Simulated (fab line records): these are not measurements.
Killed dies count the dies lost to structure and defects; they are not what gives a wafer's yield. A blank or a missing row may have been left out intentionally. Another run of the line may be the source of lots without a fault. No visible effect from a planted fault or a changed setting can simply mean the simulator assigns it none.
8D (eight disciplines) problem report, filled in by code ; flow sky130 ; the parts of the form that need people (team, actions taken, sign-off) are left out

1. THE PROBLEM
cd-nm at SKY_VIA3_CD_MEAS_12 reads a mean of 153.8 nm on 3 wafers of 2 lots; wafers without a fault read 200.5 nm with a standard deviation of 1.3. Measured from the usual mean, that is -36 standard deviations.
The step: target cd 200 nm.
First observed at day 43 12:54: wafer L927.5, on cd-sem-01. The record holds 34 wafers of 12 lots with a number at this step. Rule for "out", or "out of limits": more than 4 standard deviations from the usual mean. Any other wafer with a number is counted as sound.

2. WHAT IT IS, AND WHAT IT ISN'T
question;is;is not
which readings at this step;cd-nm;-
which lots;L927, L929;L916, L919, L920, L921, L922, L924, L935, L937, L938, L939
which wafers of those lots;L927.5, L929.4, L929.5;L927.3
read on which gauges;cd-sem-01;cd-sem-02
when;from day 43 12:54;"up to then (19 sound wafers); but 12 sound wafers of L935, L937, L938, L939 came after"

3. SUSPECTS, AND WHAT RULES EACH OUT
Counting: a tool at a process step up to the reading stays a suspect if it ran every lot that is out. Sound lots after the first of them don't rule it out here, since some wafers of a struck lot are sound.
- the gauge at SKY_VIA3_CD_MEAS_12 is ruled out. All the wafers that are out were read on cd-sem-01, but those of them that SKY_PAD_OPEN_PROBE_99 has rows for are out there too, on other tools.
- pvd-sputter-04 at SKY_LI_CONTACT_SPUTTER_20 (material TiN, target thk 20 nm, time 80 s): kept. It processed each lot that is out (first: L927, day 33 16:21); up to then, its last sound lot is L924 (day 32 01:43).
- krf-scanner-01 at SKY_VIA3_EXPOSE_09 (exposes mask VIM3, target cd 200 nm): kept. It processed each lot that is out (first: L927, day 43 01:49); up to then, its last sound lot is L922 (day 41 10:53).
Remaining after the count are pvd-sputter-04 at SKY_LI_CONTACT_SPUTTER_20 and krf-scanner-01 at SKY_VIA3_EXPOSE_09.

4. THE CAUSE (what the simulator had put in)
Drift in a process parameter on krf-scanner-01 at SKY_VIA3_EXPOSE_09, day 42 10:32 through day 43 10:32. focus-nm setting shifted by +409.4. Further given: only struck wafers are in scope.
Counting left 2 suspects, and this tool is among them.

5. THE EFFECT CHAIN, in route order
Each row: a reading where the mean over the struck wafers with a number is more than 3 standard deviations away from the usual. Only readings for which the record gives a usual standard deviation are gone through. hours: the time from each lot's start at the first step in this table that gives one to its start at this step, as a median over the lots. sigmas: the change in usual standard deviations.
hours;step;reading;usual;on struck wafers;change;sigmas
0;SKY_VIA3_CD_MEAS_12;cd-nm;200.5 nm;153.8;-46.7;-36
133;SKY_PAD_OPEN_PROBE_99;defect-limited-yield;82.5 %;4.1;-78.4;-41
133;SKY_PAD_OPEN_PROBE_99;killed_at_M0_to_M3;43;428;+385;+57
133;SKY_PAD_OPEN_PROBE_99;killed-dies;86;472;+386;+40
133;SKY_PAD_OPEN_PROBE_99;killed-on-rim;17;93;+76;+22
133;SKY_PAD_OPEN_PROBE_99;sort_bin_5_function;10.3 %;89.3;+79.0;+53
133;SKY_PAD_OPEN_PROBE_99;sort-n-pass;406;20;-386;-40
133;SKY_PAD_OPEN_PROBE_99;sort-yield-pct;82.5 %;4.1;-78.4;-41
Here are the process steps it includes:
- SKY_PAD_OPEN_PROBE_99

6. HOW IT WOULD HAVE BEEN CAUGHT EARLIER
In this record the first reading out of limits at a measuring or inspecting step was taken at day 43 12:54, 26 hours after the fault began at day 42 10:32.
Tool readings at SKY_VIA3_EXPOSE_09 with a usual standard deviation given in the record: none out on any struck wafer, hence no alarm at a limit of 4 standard deviations on them.
All the lots that are out (2) had begun SKY_VIA3_EXPOSE_09 on krf-scanner-01 by day 43 12:54. Tool hold at that time: it would have spared none of them.
